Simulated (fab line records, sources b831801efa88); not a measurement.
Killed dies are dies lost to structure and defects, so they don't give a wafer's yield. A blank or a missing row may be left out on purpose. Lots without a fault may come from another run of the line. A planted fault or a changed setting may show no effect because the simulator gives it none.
Problem report in the 8D (eight disciplines) form, filled by code | flow gf180mcu | the parts of the form that need people (team, actions taken, sign-off) are left out

1. THE PROBLEM
beam_energy_keV at GF_VT_IMPLANT_IMPLANT_41 reads a mean of 61.222 on 6 wafers of 2 lots; wafers without a fault read 70.001 with a standard deviation of 0.023. That is -99 or more standard deviations from the usual mean.
First seen on wafer L868.3, day 9 23:41, on implanter-04. The record holds 18 wafers of 6 lots with a number at this step. Rule for "out", or "out of limits": more than 4 standard deviations from the usual mean. The other wafers with a number count as sound.

2. WHAT IT IS AND WHAT IT IS NOT
question                    | is                     | is not
which readings at this step | beam_energy_keV        | -
which lots                  | L868, L869             | L860, L861, L878, L881
which wafers of those lots  | all that have a number | -
read on which tools         | implanter-04           | implanter-03
when                        | from day 9 23:41       | up to then (6 sound wafers); but 6 sound wafers of L878, L881 came after

3. SUSPECTS, AND WHAT RULES EACH OUT
Counting: a tool at a process step up to the reading stays a suspect if it ran every lot that is out and no sound lot after the first of them.
- plasma_asher-01 at GF_VT_IMPLANT_STRIP_31 (strips in O2/N2): kept. It ran every lot that is out, first L868 (day 9 05:53), and no sound lot after that.
- implanter-04 at GF_VT_IMPLANT_IMPLANT_41: ruled out as a lasting fault. Sound lots L878 ran on it after its first lot that is out, L868 (day 9 23:41).
Left after counting: plasma_asher-01 at GF_VT_IMPLANT_STRIP_31.

4. THE CAUSE (what the simulator had put in)
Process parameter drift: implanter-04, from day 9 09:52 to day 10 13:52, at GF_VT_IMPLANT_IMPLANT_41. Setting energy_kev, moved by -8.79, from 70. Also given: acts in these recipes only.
Counting ruled it out, wrongly.

5. THE CHAIN OF EFFECTS, in route order
Each row: a reading whose mean over the struck wafers that have a number lies more than 3 standard deviations from the usual. Only readings for which the record gives a usual standard deviation are gone through. hours: the time from each lot's start at the first step in this table that gives one to its start at this step, as a median over the lots. sigmas: the change in usual standard deviations.
hours | step                     | reading         | usual  | on struck wafers | change | sigmas
0     | GF_VT_IMPLANT_IMPLANT_41 | beam_energy_keV | 70.001 | 61.222           | -8.779 | -99 or more
The process steps in it:
- GF_VT_IMPLANT_IMPLANT_41

6. WHAT WOULD HAVE CAUGHT IT SOONER
In this record the first reading out of limits was taken at day 9 23:41, 14 hours after the fault began at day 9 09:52.
